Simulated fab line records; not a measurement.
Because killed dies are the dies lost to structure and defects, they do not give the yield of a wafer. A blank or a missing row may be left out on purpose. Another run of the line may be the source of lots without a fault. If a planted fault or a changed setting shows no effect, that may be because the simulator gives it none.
The same fault as seen by 2 desks    flow sky130    each desk has only its own numbers; what lay behind them comes last

== FROM THE METROLOGY DESK ==
What the gauges read, lot by lot, whatever tool the lot ran on: means of the sampled wafers that have a number. Any lot whose mean is over 4 standard deviations away from the usual mean is out of limits and marked OUT; that distance is given in the brackets.
Columns: A = VIA4_W_THK at SKY_VIA4_THK_MEAS_20, usual 516 nm; B = METAL5_ALCU_THK at SKY_METAL5_THK_MEAS_06, usual 1164 nm; C = PASSIVATION_CVD_02_THK at SKY_PASSIVATION_THK_MEAS_03, usual 539 nm
lot   first seen here  A    B     C
L405  day 42 13:25     511  1156  533
L411  day 44 22:53     523  1158  574 (+5.5) OUT
L412  day 45 00:57     518  1168  543
L413  day 45 04:14     526  1161  563
L414  day 45 10:23     518  1161  533
L417  day 46 04:47     521  1175  533
L420  day 47 10:19     511  1162  547
L422  day 47 17:54     517  1165  539
L423  day 47 19:14     510  1155  542
L425  day 47 21:41     521  1164  537
L428  day 49 04:49     522  1168  536
L427  day 50 00:28     505  1140  539
This desk reports L411 out of limits; the earliest was L411 at day 45 22:22 (PASSIVATION_CVD_02_THK at SKY_PASSIVATION_THK_MEAS_03). In limits: L405, L412, L413, L414, L417, L420, L422, L423, L425, L428, L427.

== TOOL OWNER'S DESK, pecvd-04 ==
The tool's own readings at SKY_PASSIVATION_CVD_02 (deposits Si3N4, target thk 540 nm): means of the sampled wafers that have a number, for each lot that ran on this tool. Any lot whose mean is over 4 standard deviations away from the usual mean is out of limits and marked OUT; that distance is given in the brackets.
Columns: A = heater-power-w at SKY_PASSIVATION_CVD_02, usual 702 W; B = rf-fwd-power-W at SKY_PASSIVATION_CVD_02, usual 449.2 W
lot   first seen here  A    B
L405  day 43 13:37     724  449.5
L411  day 45 22:14     622  521.4 (+52) OUT
L413  day 46 01:46     695  520.9 (+51) OUT
L422  day 48 14:20     714  449.7
L423  day 48 15:27     629  449.6
L427  day 50 17:28     721  449.5
Finding of this desk: L411, L413 out of limits; the first was L411 at day 45 22:14, on rf-fwd-power-W at SKY_PASSIVATION_CVD_02. In limits: L405, L422, L423, L427.

== ALL TOGETHER ==
On L411, L413, at day 45 22:14, an alarm was possible from the tool owner's desk.
Metrology desk: alarm possible at day 45 22:22 on L411.
The metrology desk has L413 on record, within its limits.
Every lot named ran SKY_PASSIVATION_CVD_02 on pecvd-04.

== WHAT THE SIMULATOR HAD INSERTED ==
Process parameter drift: pecvd-04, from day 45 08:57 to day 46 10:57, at SKY_PASSIVATION_CVD_02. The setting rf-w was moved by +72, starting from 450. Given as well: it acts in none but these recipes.
Shown lots that were struck: L411, L413.
Time in hours from fault onset to the first out-of-limits reading at each desk: tool owner's desk 13, metrology desk 13.
